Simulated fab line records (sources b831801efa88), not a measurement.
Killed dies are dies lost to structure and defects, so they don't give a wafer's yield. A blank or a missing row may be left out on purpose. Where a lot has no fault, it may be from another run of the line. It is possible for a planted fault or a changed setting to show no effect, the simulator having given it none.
fab line records	flow gf180mcu	part 1 of 2: steps 1 to 29 of 40
[record] lots = 5	wafers = 15	last-day = 32
route steps=602 shown VT_IMPLANT@98 MVSD@136 NWELL@137
lots untouched by any fault: they come from a run of this same line in which no faults occurred
start-h: hours from the record's opening day to when the first of the lot's shown wafers began	wait-h: hours since the lot's step before	" unchanged from the row above	L1.1+2: one row covering several wafers at once	- no value present, or no start provided	* or withheld: withheld	< > ~ a bound
route shown NAME@n: names a module that has steps shown in the file, with the first one's number in the route	usual: mean/standard deviation taken from wafers without a fault	same: alike in all rows	chamber/n: place in a boat	sites: the reading at each site	_std_site: their standard deviation	_edge_site: the outer-site mean with the inner-site mean subtracted	radius-mm: how far each site lies from the wafer's centre	mask NAME#n: copy n	behind: the most recent tool/chamber to have shaped the wafer	hold: cause of the lot's hold/its duration in hours/its outcome	device: names the non-switching transistor (n, p or np)	end of line: the same wafers' tests at the end of the route	where a step has no rows: the recipe by itself	killed: dies that structure and defects cost at the first sort, which is not the same as the wafer's yield	map: dies across one wafer; x = killed, . = not, _ = none there
set.NAME: the setting the step ran with; set.NAME@STEP: the setting that earlier step ran with	model.NAME: the simulator's own value behind a step, which no gauge read
lots at some steps of the route; a table a step, a row a wafer
services: a tool's chamber out of use, with start hour (start-h, from the record's first day; less than 0 if before it), hours out, and reason
[[steps]]
[step GF_VT_IMPLANT_IMPLANT_08]
[recipe] species = BF2	energy-kev = 20	dose-cm2 = 8.29e+12	tilt-deg = 7
lot.wafer	tool	chamber	start-h	wait-h
L079.3+4+6	implanter-03	0	140.36	0.1
L080.1+2+5	implanter-02	0	145.46	0.0
L086.1+2+6	implanter-04	0	188.76	0.0
L085.2+3+6	implanter-03	0	189.53	0.0
L088.1+3+6	implanter-04	0	203.11	0.0
[step GF_VT_IMPLANT_STRIP_09]
[recipe] chemistry = O2/N2	power-w = 1400	pressure-mtorr = 1500	platen-temp-c = 250	o2-flow-sccm = 3000	n2-flow-sccm = 300	overash-fraction = 0.5
[usual] drypump-motor-current-A = 5.2/0.4	heater-power-w = 357/30	oes-product-au = 0.715/0.0046	platen-temp-c = 250.01/0.17	strip-time-to-endpoint-s = 12.63/0.031
lot.wafer	tool	chamber	start-h	wait-h	drypump-motor-current-A	heater-power-w	oes-product-au	platen-temp-c	rf-hours-counter-h	strip-time-to-endpoint-s
L079.3	plasma-asher-04	1	140.49	0.1	5.2	414	0.713	249.74	-	12.64
L079.4	"	0	"	"	6.0	385	0.705	250.03	-	12.65
L079.6	"	0	"	"	6.0	385	0.713	250.08	-	12.68
L080.1	plasma-asher-03	1	145.61	0.1	4.9	323	0.723	249.79	47	12.62
L080.2	"	0	"	"	4.7	359	0.711	249.73	47	12.62
L080.5	"	0	"	"	4.7	355	0.711	249.99	-	12.62
L086.1	plasma-asher-04	0	188.91	0.1	6.1	385	0.722	249.84	39	12.66
L086.2	"	1	"	"	5.2	406	0.720	249.88	39	12.63
L086.6	"	0	"	"	6.0	388	0.719	249.94	-	12.63
L085.2	plasma-asher-03	0	189.65	0.1	4.7	350	0.712	249.77	52	12.63
L085.3	"	0	"	"	4.7	350	0.717	250.11	-	12.59
L085.6	"	1	"	"	5.0	319	0.717	249.93	-	12.65
L088.1	plasma-asher-01	0	203.26	0.1	5.2	320	0.719	250.18	9	12.60
L088.3	"	0	"	"	5.2	324	0.718	249.96	-	12.63
L088.6	"	0	"	"	5.2	324	0.715	250.09	-	12.63
[step GF_VT_IMPLANT_TW_MEAS_10]
[usual] VT_IMPLANT_TW = 564.9/3
lot.wafer	tool	chamber	start-h	wait-h	VT_IMPLANT_TW
L079.3	film-metro-01	-	140.58	0.1	561.7
L079.4	"	-	"	"	562.1
L079.6	"	-	"	"	559.3
L080.1	film-metro-02	-	145.71	0.1	565.6
L080.2	"	-	"	"	565.2
L080.5	"	-	"	"	566.0
L086.1	film-metro-03	-	189.01	0.1	565.9
L086.2	"	-	"	"	571.9
L086.6	"	-	"	"	566.3
L085.2	film-metro-02	-	189.76	0.1	567.4
L085.3	"	-	"	"	567.1
L085.6	"	-	"	"	565.5
L088.1	film-metro-02	-	203.36	0.1	562.7
L088.3	"	-	"	"	566.2
L088.6	"	-	"	"	568.2
[step GF_VT_IMPLANT_DEHYDRATE_11]
[recipe] temp-c = 200	time-s = 60
lot.wafer	tool	chamber	start-h	wait-h
L079.3+4+6	litho-track-01	0	148.12	7.5
L080.1+2+5	litho-track-04	0	152.82	7.1
L086.1+2+6	litho-track-04	0	197.22	8.2
L085.2+3+6	litho-track-01	0	197.94	8.2
L088.1+3+6	litho-track-03	0	211.07	7.7
[step GF_VT_IMPLANT_HMDS_12]
[recipe] prime-time-s = 60	prime-temp-c = 120
[usual] prime-temp-c = 119.99/0.15
lot.wafer	tool	chamber	start-h	wait-h	prime-temp-c
L079.3	litho-track-01	0	148.27	0.1	119.86
L079.4	"	0	"	"	119.99
L079.6	"	0	"	"	119.78
L080.1	litho-track-04	0	152.97	0.1	119.70
L080.2	"	0	"	"	119.92
L080.5	"	0	"	"	119.90
L086.1	litho-track-04	0	197.37	0.1	120.14
L086.2	"	0	"	"	120.13
L086.6	"	0	"	"	119.82
L085.2	litho-track-01	0	198.09	0.1	120.03
L085.3	"	0	"	"	120.06
L085.6	"	0	"	"	120.13
L088.1	litho-track-03	0	211.22	0.1	119.89
L088.3	"	0	"	"	120.07
L088.6	"	0	"	"	120.12
[step GF_VT_IMPLANT_COAT_13]
[recipe] resist = NOVOLAK	spin-rpm = 3000	resist-thk-nm = 1000
lot.wafer	tool	chamber	start-h	wait-h
L079.3+4+6	litho-track-01	0	148.42	0.1
L080.1+2+5	litho-track-04	0	153.12	0.1
L086.1+2+6	litho-track-04	0	197.52	0.1
L085.2+3+6	litho-track-01	0	198.24	0.1
L088.1+3+6	litho-track-03	0	211.37	0.1
[step GF_VT_IMPLANT_SOFTBAKE_14]
[recipe] temp-c = 90	time-s = 60	resist = NOVOLAK
lot.wafer	tool	chamber	start-h	wait-h
L079.3+4+6	litho-track-01	0	148.57	0.1
L080.1+2+5	litho-track-04	0	153.27	0.1
L086.1+2+6	litho-track-04	0	197.67	0.1
L085.2+3+6	litho-track-01	0	198.39	0.1
L088.1+3+6	litho-track-03	0	211.52	0.1
[step GF_VT_IMPLANT_EXPOSE_15]
[recipe] mask-id = Nwell_LV_AREA	target-cd-nm = 860	na = 0.6	source-shape = conventional	sigma-outer = 0.6	dose-mj = 140
[usual] exposure-dose-mJ-cm2 = 140.01/0.15	focus-offset-nm = -0.1/0.49
[same] sigma-outer = 0.6
lot.wafer	tool	chamber	start-h	wait-h	mask	exposure-dose-mJ-cm2	focus-offset-nm
L079.3	iline-stepper-02	0	-	-	Nwell_LV_AREA#0	140.05	-0.2
L079.4	"	0	"	"	Nwell_LV_AREA#0	140.41	-0.6
L079.6	"	0	"	"	Nwell_LV_AREA#0	140.05	-0.4
L080.1	iline-stepper-01	0	-	-	Nwell_LV_AREA#0	139.99	-0.1
L080.2	"	0	"	"	Nwell_LV_AREA#0	139.89	0.2
L080.5	"	0	"	"	Nwell_LV_AREA#0	139.93	0.4
L086.1	iline-stepper-01	0	-	-	Nwell_LV_AREA#0	140.01	-0.4
L086.2	"	0	"	"	Nwell_LV_AREA#0	140.08	0.1
L086.6	"	0	"	"	Nwell_LV_AREA#0	140.15	-0.7
L085.2	iline-stepper-01	0	-	-	Nwell_LV_AREA#0	139.74	0.5
L085.3	"	0	"	"	Nwell_LV_AREA#0	140.01	-0.5
L085.6	"	0	"	"	Nwell_LV_AREA#0	140.07	-0.4
L088.1	iline-stepper-01	0	-	-	Nwell_LV_AREA#0	139.91	0.1
L088.3	"	0	"	"	Nwell_LV_AREA#0	139.89	0.0
L088.6	"	0	"	"	Nwell_LV_AREA#0	139.80	0.1
[step GF_VT_IMPLANT_PEB_16]
[recipe] temp-c = withheld	time-s = *	resist = NOVOLAK
lot.wafer	tool	chamber	start-h	wait-h
L079.3+4+6	litho-track-04	0	-	-
L080.1+2+5	litho-track-03	0	-	-
L086.1+2+6	litho-track-01	0	-	-
L085.2+3+6	litho-track-03	0	-	-
L088.1+3+6	litho-track-01	0	-	-
[step GF_VT_IMPLANT_DEVELOP_17]
[recipe] develop-time-s = 60	dev-temp-c = 23
lot.wafer	tool	chamber	start-h	wait-h
L079.3+4+6	litho-track-04	0	155.87	0.1
L080.1+2+5	litho-track-03	0	161.42	0.1
L086.1+2+6	litho-track-01	0	205.67	0.1
L085.2+3+6	litho-track-03	0	206.55	0.1
L088.1+3+6	litho-track-01	0	220.02	0.1
[step GF_VT_IMPLANT_OVL_MEAS_18]
[usual] VT_IMPLANT_01_OVL = -0.4/1.4
lot.wafer	tool	chamber	start-h	wait-h	VT_IMPLANT_01_OVL[nm]
L079.3	overlay-01	-	155.98	0.1	-1.6
L079.4	"	-	"	"	-2.8
L079.6	"	-	"	"	-1.2
L080.1	overlay-02	-	161.57	0.1	-1.4
L080.2	"	-	"	"	-1.0
L080.5	"	-	"	"	-1.4
L086.1	overlay-02	-	205.82	0.1	0.2
L086.2	"	-	"	"	1.3
L086.6	"	-	"	"	0.9
L085.2	overlay-02	-	206.68	0.1	3.0
L085.3	"	-	"	"	1.2
L085.6	"	-	"	"	1.8
L088.1	overlay-02	-	220.17	0.1	-0.6
L088.3	"	-	"	"	-0.9
L088.6	"	-	"	"	3.8
[step GF_VT_IMPLANT_IMPLANT_19]
[recipe] species = As	energy-kev = 100	dose-cm2 = 4.35e+12	tilt-deg = 7
lot.wafer	tool	chamber	start-h	wait-h
L079.3+4+6	implanter-02	0	156.06	0.1
L080.1+2+5	implanter-04	0	161.61	0.0
L086.1+2+6	implanter-03	0	205.85	0.0
L085.2+3+6	implanter-02	0	206.73	0.0
L088.1+3+6	implanter-04	0	220.20	0.0
[step GF_VT_IMPLANT_STRIP_20]
[recipe] chemistry = O2/N2	power-w = 1400	pressure-mtorr = 1500	platen-temp-c = 250	o2-flow-sccm = 3000	n2-flow-sccm = 300	overash-fraction = 0.5
[usual] drypump-motor-current-A = 5.3/0.44	heater-power-w = 366/32	oes-product-au = 0.716/0.0045	platen-temp-c = 249.97/0.17	strip-time-to-endpoint-s = 12.64/0.034
lot.wafer	tool	chamber	start-h	wait-h	drypump-motor-current-A	heater-power-w	oes-product-au	platen-temp-c	rf-hours-counter-h	strip-time-to-endpoint-s
L079.3	plasma-asher-03	0	156.19	0.1	4.7	359	0.714	249.87	-	12.64
L079.4	"	1	"	"	4.9	327	0.710	250.10	-	12.61
L079.6	"	1	"	"	4.9	315	0.708	250.29	-	12.64
L080.1	plasma-asher-04	0	161.76	0.1	6.0	399	0.708	249.94	36	12.64
L080.2	"	1	"	"	5.2	413	0.709	249.94	36	12.64
L080.5	"	1	"	"	5.2	397	0.716	249.75	-	12.62
L086.1	plasma-asher-01	1	206.00	0.1	5.4	373	0.716	250.07	9	12.68
L086.2	"	0	"	"	5.2	322	0.711	249.87	9	12.62
L086.6	"	0	"	"	5.2	326	0.714	249.41	-	12.66
L085.2	plasma-asher-04	0	206.86	0.1	6.1	382	0.707	249.86	40	12.56
L085.3	"	1	"	"	5.2	401	0.709	249.92	-	12.53
L085.6	"	1	"	"	5.2	405	0.718	249.69	-	12.58
L088.1	plasma-asher-04	0	220.35	0.1	6.0	382	0.713	250.23	42	12.70
L088.3	"	1	"	"	5.2	404	0.722	249.91	-	12.65
L088.6	"	0	"	"	6.0	398	0.721	250.09	-	12.64
[step GF_VT_IMPLANT_TW_MEAS_21]
[usual] VT_IMPLANT_2_TW = 1215/6.3
lot.wafer	tool	chamber	start-h	wait-h	VT_IMPLANT_2_TW
L079.3	film-metro-01	-	156.28	0.1	1207
L079.4	"	-	"	"	1210
L079.6	"	-	"	"	1207
L080.1	film-metro-02	-	161.86	0.1	1217
L080.2	"	-	"	"	1217
L080.5	"	-	"	"	1222
L086.1	film-metro-02	-	206.10	0.1	1216
L086.2	"	-	"	"	1219
L086.6	"	-	"	"	1221
L085.2	film-metro-02	-	206.97	0.1	1219
L085.3	"	-	"	"	1225
L085.6	"	-	"	"	1220
L088.1	film-metro-02	-	220.45	0.1	1215
L088.3	"	-	"	"	1221
L088.6	"	-	"	"	1221
[step GF_VT_IMPLANT_DEHYDRATE_22]
[recipe] temp-c = 200	time-s = 60
lot.wafer	tool	chamber	start-h	wait-h
L079.3+4+6	litho-track-04	0	163.92	7.6
L080.1+2+5	litho-track-04	0	169.07	7.2
L086.1+2+6	litho-track-01	0	214.47	8.4
L085.2+3+6	litho-track-01	0	215.44	8.5
L088.1+3+6	litho-track-01	0	228.52	8.1
[step GF_VT_IMPLANT_HMDS_23]
[recipe] prime-time-s = 60	prime-temp-c = 120
[usual] prime-temp-c = 119.98/0.12
lot.wafer	tool	chamber	start-h	wait-h	prime-temp-c
L079.3	litho-track-04	0	164.07	0.1	120.15
L079.4	"	0	"	"	120.10
L079.6	"	0	"	"	120.08
L080.1	litho-track-04	0	169.22	0.1	120.03
L080.2	"	0	"	"	119.91
L080.5	"	0	"	"	119.89
L086.1	litho-track-01	0	214.62	0.1	120.01
L086.2	"	0	"	"	120.11
L086.6	"	0	"	"	120.09
L085.2	litho-track-01	0	215.59	0.1	119.92
L085.3	"	0	"	"	119.80
L085.6	"	0	"	"	120.06
L088.1	litho-track-01	0	228.67	0.1	120.20
L088.3	"	0	"	"	120.06
L088.6	"	0	"	"	119.91
[step GF_VT_IMPLANT_COAT_24]
[recipe] resist = NOVOLAK	spin-rpm = 3000	resist-thk-nm = 1000
lot.wafer	tool	chamber	start-h	wait-h
L079.3+4+6	litho-track-04	0	164.22	0.1
L080.1+2+5	litho-track-04	0	169.37	0.1
L086.1+2+6	litho-track-01	0	214.77	0.1
L085.2+3+6	litho-track-01	0	215.74	0.1
L088.1+3+6	litho-track-01	0	228.82	0.1
[step GF_VT_IMPLANT_SOFTBAKE_25]
[recipe] temp-c = 90	time-s = 60	resist = NOVOLAK
lot.wafer	tool	chamber	start-h	wait-h
L079.3+4+6	litho-track-04	0	164.37	0.1
L080.1+2+5	litho-track-04	0	169.52	0.1
L086.1+2+6	litho-track-01	0	214.92	0.1
L085.2+3+6	litho-track-01	0	215.89	0.1
L088.1+3+6	litho-track-01	0	228.97	0.1
[step GF_VT_IMPLANT_EXPOSE_26]
[recipe] mask-id = LVPWELL_HV_AREA	target-cd-nm = 860	na = 0.6	source-shape = conventional	sigma-outer = 0.6	dose-mj = 140
[usual] exposure-dose-mJ-cm2 = 140.00/0.14	focus-offset-nm = -0.1/0.54
[same] sigma-outer = 0.6
lot.wafer	tool	chamber	start-h	wait-h	mask	exposure-dose-mJ-cm2	focus-offset-nm
L079.3	iline-stepper-01	0	-	-	LVPWELL_HV_AREA#0	140.01	-0.9
L079.4	"	0	"	"	LVPWELL_HV_AREA#0	139.66	0.3
L079.6	"	0	"	"	LVPWELL_HV_AREA#0	139.73	-0.8
L080.1	iline-stepper-01	0	-	-	LVPWELL_HV_AREA#0	139.85	0.5
L080.2	"	0	"	"	LVPWELL_HV_AREA#0	140.09	0.7
L080.5	"	0	"	"	LVPWELL_HV_AREA#0	140.27	0.1
L086.1	iline-stepper-01	0	-	-	LVPWELL_HV_AREA#0	139.79	-0.2
L086.2	"	0	"	"	LVPWELL_HV_AREA#0	139.89	-0.2
L086.6	"	0	"	"	LVPWELL_HV_AREA#0	139.71	0.0
L085.2	iline-stepper-01	0	-	-	LVPWELL_HV_AREA#0	139.95	-1.0
L085.3	"	0	"	"	LVPWELL_HV_AREA#0	140.08	-0.2
L085.6	"	0	"	"	LVPWELL_HV_AREA#0	140.15	-0.3
L088.1	iline-stepper-01	0	-	-	LVPWELL_HV_AREA#0	140.11	-0.2
L088.3	"	0	"	"	LVPWELL_HV_AREA#0	140.12	-0.6
L088.6	"	0	"	"	LVPWELL_HV_AREA#0	139.94	-0.4
[step GF_VT_IMPLANT_PEB_27]
[recipe] temp-c = withheld	time-s = *	resist = NOVOLAK
lot.wafer	tool	chamber	start-h	wait-h
L079.3+4+6	litho-track-03	0	-	-
L080.1+2+5	litho-track-03	0	-	-
L086.1+2+6	litho-track-01	0	-	-
L085.2+3+6	litho-track-03	0	-	-
L088.1+3+6	litho-track-04	0	-	-
[step GF_VT_IMPLANT_DEVELOP_28]
[recipe] develop-time-s = 60	dev-temp-c = 23
lot.wafer	tool	chamber	start-h	wait-h
L079.3+4+6	litho-track-03	0	172.37	0.1
L080.1+2+5	litho-track-03	0	177.72	0.1
L086.1+2+6	litho-track-01	0	223.47	0.1
L085.2+3+6	litho-track-03	0	224.10	0.1
L088.1+3+6	litho-track-04	0	238.22	0.1
[step GF_VT_IMPLANT_OVL_MEAS_29]
[usual] VT_IMPLANT_02_OVL = 0.3/1.6
lot.wafer	tool	chamber	start-h	wait-h	VT_IMPLANT_02_OVL[nm]
L079.3	overlay-02	-	172.48	0.1	0.7
L079.4	"	-	"	"	-1.4
L079.6	"	-	"	"	-2.6
L080.1	overlay-01	-	177.87	0.1	-1.1
L080.2	"	-	"	"	-0.6
L080.5	"	-	"	"	-1.8
L086.1	overlay-01	-	223.62	0.1	1.9
L086.2	"	-	"	"	0.7
L086.6	"	-	"	"	1.3
L085.2	overlay-02	-	224.23	0.1	-0.3
L085.3	"	-	"	"	0.8
L085.6	"	-	"	"	0.9
L088.1	overlay-01	-	238.37	0.1	2.1
L088.3	"	-	"	"	3.0
L088.6	"	-	"	"	2.9
[step GF_VT_IMPLANT_IMPLANT_30]
[recipe] species = B	energy-kev = 25	dose-cm2 = 2.534e+12	tilt-deg = 7
lot.wafer	tool	chamber	start-h	wait-h
L079.3+4+6	implanter-04	0	172.56	0.1
L080.1+2+5	implanter-03	0	177.91	0.0
L086.1+2+6	implanter-03	0	223.65	0.0
L085.2+3+6	implanter-02	0	224.28	0.0
L088.1+3+6	implanter-04	0	238.41	0.0
[step GF_VT_IMPLANT_STRIP_31]
[recipe] chemistry = O2/N2	power-w = 1400	pressure-mtorr = 1500	platen-temp-c = 250	o2-flow-sccm = 3000	n2-flow-sccm = 300	overash-fraction = 0.5
[usual] drypump-motor-current-A = 5.1/0.37	heater-power-w = 352/28	oes-product-au = 0.716/0.0045	platen-temp-c = 249.95/0.17	strip-time-to-endpoint-s = 12.64/0.037
lot.wafer	tool	chamber	start-h	wait-h	drypump-motor-current-A	heater-power-w	oes-product-au	platen-temp-c	rf-hours-counter-h	strip-time-to-endpoint-s
L079.3	plasma-asher-03	1	172.69	0.1	4.9	330	0.715	249.86	-	12.65
L079.4	"	0	"	"	4.7	360	0.721	249.77	-	12.64
L079.6	"	0	"	"	4.7	352	0.723	249.76	-	12.65
L080.1	plasma-asher-03	1	178.06	0.1	4.9	319	0.715	249.76	51	12.62
L080.2	"	0	"	"	4.7	362	0.720	249.78	51	12.62
L080.5	"	1	"	"	4.9	326	0.714	249.74	-	12.63
L086.1	plasma-asher-01	0	223.80	0.1	5.2	312	0.722	249.87	11	12.63
L086.2	"	1	"	"	5.3	373	0.721	249.93	11	12.68
L086.6	"	1	"	"	5.4	370	0.714	249.86	-	12.62
L085.2	plasma-asher-04	0	224.41	0.1	6.1	379	0.717	249.82	42	12.64
L085.3	"	0	"	"	6.1	389	0.713	250.14	-	12.71
L085.6	"	1	"	"	5.2	409	0.713	249.68	-	12.69
L088.1	plasma-asher-03	1	238.56	0.1	4.9	318	0.714	250.02	57	12.59
L088.3	"	0	"	"	4.7	359	0.717	249.47	-	12.65
L088.6	"	0	"	"	4.7	363	0.721	249.79	-	12.62
[step GF_VT_IMPLANT_TW_MEAS_32]
[usual] VT_IMPLANT_3_TW = 268.9/1.6
lot.wafer	tool	chamber	start-h	wait-h	VT_IMPLANT_3_TW
L079.3	film-metro-01	-	172.78	0.1	266.2
L079.4	"	-	"	"	268.0
L079.6	"	-	"	"	265.2
L080.1	film-metro-01	-	178.16	0.1	268.0
L080.2	"	-	"	"	267.5
L080.5	"	-	"	"	266.0
L086.1	film-metro-01	-	223.90	0.1	268.0
L086.2	"	-	"	"	268.2
L086.6	"	-	"	"	268.4
L085.2	film-metro-02	-	224.52	0.1	270.1
L085.3	"	-	"	"	270.9
L085.6	"	-	"	"	270.3
L088.1	film-metro-01	-	238.66	0.1	268.1
L088.3	"	-	"	"	268.1
L088.6	"	-	"	"	268.8
[step GF_VT_IMPLANT_DEHYDRATE_33]
[recipe] temp-c = 200	time-s = 60
lot.wafer	tool	chamber	start-h	wait-h
L079.3+4+6	litho-track-04	0	180.62	7.8
L080.1+2+5	litho-track-03	0	185.57	7.4
L086.1+2+6	litho-track-04	0	232.02	8.1
L085.2+3+6	litho-track-04	0	233.00	8.5
L088.1+3+6	litho-track-04	0	247.17	8.5
[step GF_VT_IMPLANT_HMDS_34]
[recipe] prime-time-s = 60	prime-temp-c = 120
[usual] prime-temp-c = 119.99/0.13
lot.wafer	tool	chamber	start-h	wait-h	prime-temp-c
L079.3	litho-track-04	0	180.77	0.1	120.02
L079.4	"	0	"	"	120.15
L079.6	"	0	"	"	120.25
L080.1	litho-track-03	0	185.72	0.1	120.10
L080.2	"	0	"	"	119.94
L080.5	"	0	"	"	120.11
L086.1	litho-track-04	0	232.17	0.1	119.73
L086.2	"	0	"	"	119.96
L086.6	"	0	"	"	119.77
L085.2	litho-track-04	0	233.15	0.1	119.98
L085.3	"	0	"	"	120.27
L085.6	"	0	"	"	119.90
L088.1	litho-track-04	0	247.32	0.1	119.99
L088.3	"	0	"	"	120.03
L088.6	"	0	"	"	119.90
[step GF_VT_IMPLANT_COAT_35]
[recipe] resist = NOVOLAK	spin-rpm = 3000	resist-thk-nm = 1000
lot.wafer	tool	chamber	start-h	wait-h
L079.3+4+6	litho-track-04	0	180.92	0.1
L080.1+2+5	litho-track-03	0	185.87	0.1
L086.1+2+6	litho-track-04	0	232.32	0.1
L085.2+3+6	litho-track-04	0	233.30	0.1
L088.1+3+6	litho-track-04	0	247.47	0.1
[step GF_VT_IMPLANT_SOFTBAKE_36]
[recipe] temp-c = 90	time-s = 60	resist = NOVOLAK
lot.wafer	tool	chamber	start-h	wait-h
L079.3+4+6	litho-track-04	0	181.07	0.1
L080.1+2+5	litho-track-03	0	186.02	0.1
L086.1+2+6	litho-track-04	0	232.47	0.1
L085.2+3+6	litho-track-04	0	233.45	0.1
L088.1+3+6	litho-track-04	0	247.62	0.1
